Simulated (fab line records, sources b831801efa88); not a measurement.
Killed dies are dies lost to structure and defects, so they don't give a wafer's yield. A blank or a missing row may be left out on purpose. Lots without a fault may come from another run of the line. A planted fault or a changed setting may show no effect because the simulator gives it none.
Problem report in the 8D (eight disciplines) form, filled by code | flow sky130 | the parts of the form that need people (team, actions taken, sign-off) are left out

1. THE PROBLEM
strip_time_to_endpoint_s at SKY_LDD_HVN_STRIP_09 reads a mean of 4.346 s on 2 wafers of 2 lots; wafers without a fault read 4.124 s with a standard deviation of 0.014. That is +16 standard deviations from the usual mean.
The step: strips in O2/N2.
First seen on wafer L712.1, day 24 16:25, on plasma_asher-02. The record holds 36 wafers of 12 lots with a number at this step. Rule for "out", or "out of limits": more than 4 standard deviations from the usual mean. The other wafers with a number count as sound.

2. WHAT IT IS AND WHAT IT IS NOT
question                    | is                               | is not
which readings at this step | strip_time_to_endpoint_s         | drypump_motor_current_A, oes_product_au
which lots                  | L712, L713                       | L702, L704, L705, L706, L707, L710, L714, L716, L719, L724
which wafers of those lots  | L712.1, L713.2                   | L712.4, L712.6, L713.3, L713.4
read on which tools         | plasma_asher-02, plasma_asher-03 | plasma_asher-04
when                        | from day 24 16:25                | up to then (20 sound wafers); but 14 sound wafers of L713, L714, L716, L719, L724 came after

3. SUSPECTS, AND WHAT RULES EACH OUT
Counting: a tool at a process step up to the reading stays a suspect if it ran every lot that is out. Sound lots after the first of them don't rule it out here, since some wafers of a struck lot are sound.
- litho_track-03 at SKY_LDD_HVN_COAT_02 (resist thk 300 nm): kept. It ran every lot that is out, first L712 (day 24 01:44); its last sound lot up to then is L710 (day 22 22:46).
Left after counting: litho_track-03 at SKY_LDD_HVN_COAT_02.

4. THE CAUSE (what the simulator had put in)
Process parameter drift: litho_track-03, from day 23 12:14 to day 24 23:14, at SKY_LDD_HVN_COAT_02. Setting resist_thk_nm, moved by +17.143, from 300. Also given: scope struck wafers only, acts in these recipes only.
Counting left only this tool.

5. THE CHAIN OF EFFECTS, in route order
Each row: a reading whose mean over the struck wafers that have a number lies more than 3 standard deviations from the usual. Only readings for which the record gives a usual standard deviation are gone through. hours: the time from each lot's start at the first step in this table that gives one to its start at this step, as a median over the lots. sigmas: the change in usual standard deviations.
hours | step                 | reading                  | usual   | on struck wafers | change | sigmas
0     | SKY_LDD_HVN_STRIP_09 | strip_time_to_endpoint_s | 4.124 s | 4.346            | +0.222 | +16
The process steps in it:
- SKY_LDD_HVN_STRIP_09: strips in O2/N2.

6. WHAT WOULD HAVE CAUGHT IT SOONER
In this record the first reading out of limits was taken at day 24 16:25, 28 hours after the fault began at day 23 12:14.
All the lots that are out (2) had begun SKY_LDD_HVN_COAT_02 on litho_track-03 by day 24 16:25. A hold on the tool at that time would have spared none of them.
